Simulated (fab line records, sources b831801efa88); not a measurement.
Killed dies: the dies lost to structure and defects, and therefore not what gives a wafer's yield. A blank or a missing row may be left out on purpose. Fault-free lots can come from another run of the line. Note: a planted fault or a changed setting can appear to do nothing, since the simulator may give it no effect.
A single fault, viewed from 2 desks | flow gf180mcu | each desk holds nothing but its own numbers, with what lay behind them at the end

== FOR THE TOOL OWNER'S DESK: krf-scanner-02 ==
The tool's own readings at GF_POLY_GATE_EXPOSE_07 (exposes mask Poly2, target cd 280 nm): means of the sampled wafers that have a number, for each lot that ran on this tool. The brackets show how far a lot's mean lies from the usual mean; more than 4 standard deviations puts the lot out of limits, marked OUT.
Columns: A = exposure-dose-mJ-cm2 at GF_POLY_GATE_EXPOSE_07, usual 27.975; B = focus-offset-nm at GF_POLY_GATE_EXPOSE_07, usual 0.0 nm
lot  | first seen here | A      | B
L241 | day 9 21:05     | 27.989 | 0.6
L243 | day 10 05:13    | 27.958 | 0.1
L246 | day 11 04:46    | 28.014 | -0.4
L254 | day 13 09:17    | 27.993 | 0.3
L255 | day 13 15:04    | 27.946 | 0.1
L256 | day 14 01:34    | 27.981 | 0.2
L257 | day 14 09:56    | 27.947 | -0.1
L258 | day 14 15:14    | 27.973 | -0.7
L259 | day 14 21:46    | 28.000 | 0.4
L260 | day 15 06:18    | 27.981 | -0.7
Finding of this desk: none of the 10 lots has anything out of limits.

== METROLOGY DESK ==
Means of the sampled wafers that have a number, per lot and without regard to the tool the lot ran on: this is what the gauges read. The brackets show how far a lot's mean lies from the usual mean; more than 4 standard deviations puts the lot out of limits, marked OUT.
Columns: A = MVPSD_OVL at GF_MVPSD_OVL_MEAS_07, usual -0.4 nm; B = cd-nm at GF_POLY_GATE_CD_MEAS_18, usual 279.9 nm
lot  | first seen here | A    | B
L238 | day 5 03:12     | -0.3 | 282.3
L240 | day 5 13:16     | -1.1 | 280.0
L241 | day 5 20:59     | -0.8 | 279.0
L243 | day 6 06:53     | 0.5  | 278.6
L246 | day 6 23:40     | -0.7 | 279.4
L250 | day 8 00:42     | 2.7  | -
L251 | day 8 04:35     | 1.3  | -
L254 | day 8 20:59     | -1.1 | 281.1
L255 | day 9 04:26     | -2.2 | 280.6
L256 | day 9 10:59     | 0.2  | 279.6
L257 | day 9 17:31     | -0.8 | 282.2
L258 | day 9 23:11     | -1.2 | 279.3
L259 | day 10 04:37    | -2.1 | 281.3
L260 | day 10 11:34    | 1.2  | 280.0
Finding of this desk: none of the 14 lots has anything out of limits.

== BROUGHT TOGETHER ==
The desk of the tool owner found nothing out of limits.
Metrology desk: nothing out of limits seen.

== WHAT THE SIMULATOR PUT IN ==
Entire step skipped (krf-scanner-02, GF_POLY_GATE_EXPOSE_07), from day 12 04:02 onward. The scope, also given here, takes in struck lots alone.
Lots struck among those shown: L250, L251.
